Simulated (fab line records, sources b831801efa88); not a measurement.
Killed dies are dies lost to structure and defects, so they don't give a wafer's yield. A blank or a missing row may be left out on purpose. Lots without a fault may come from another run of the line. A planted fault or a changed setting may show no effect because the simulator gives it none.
Chamber matching | flow gf180mcu | GF_CONTACT_CVD_02 on pecvd-01: 3 sister chambers
The step deposits SiO2 from TEOS, target thk 860 nm, time 95.992 s. 6 wafers are shown with their chamber, then 8 later ones without.

WAFERS WITH THEIR CHAMBER
wafer  | chamber | heater_power_w (W)
L076.5 | 0       | 515
L077.4 | 2       | 661
L079.1 | 1       | 665
L079.4 | 2       | 792
L079.6 | 1       | 681
L085.1 | 0       | 527

WAFERS WITHOUT THEIR CHAMBER
wafer  | heater_power_w (W)
L085.2 | 795
L085.5 | 550
L087.1 | 677
L087.3 | 605
L087.4 | 555
L092.2 | 477
L092.3 | 805
L092.5 | 699

WHICH CHAMBER EACH WENT THROUGH
wafer  | from the rows above          | in truth
L085.2 | can't be placed: 2 or 1      | 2
L085.5 | can't be placed: 0 or 1      | 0
L087.1 | can't be placed: 1 or 2      | 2
L087.3 | can't be placed: 1 or 0 or 2 | 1
L087.4 | can't be placed: 0 or 1      | 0
L092.2 | 0                            | 0
L092.3 | can't be placed: 2 or 1      | 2
L092.5 | can't be placed: 1 or 2      | 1
Placed correctly: 1 of 8. Can't be placed from these rows: 7 (the true chamber is among the candidates in 7). Placed wrongly: 0.
How it was worked out, from the rows above alone: a wafer's distance from a chamber is the root of the sum, over the readings, of the square of ((its reading less the chamber's mean) divided by the reading's scatter). The wafer belongs to the nearest chamber; if the next one is less than 2 further off, it can't be placed. A chamber's mean is the mean of its shown wafers. The scatter: the root of (the sum of the squares of (reading less its chamber's mean) over the shown wafers, divided by (wafers less chambers)).
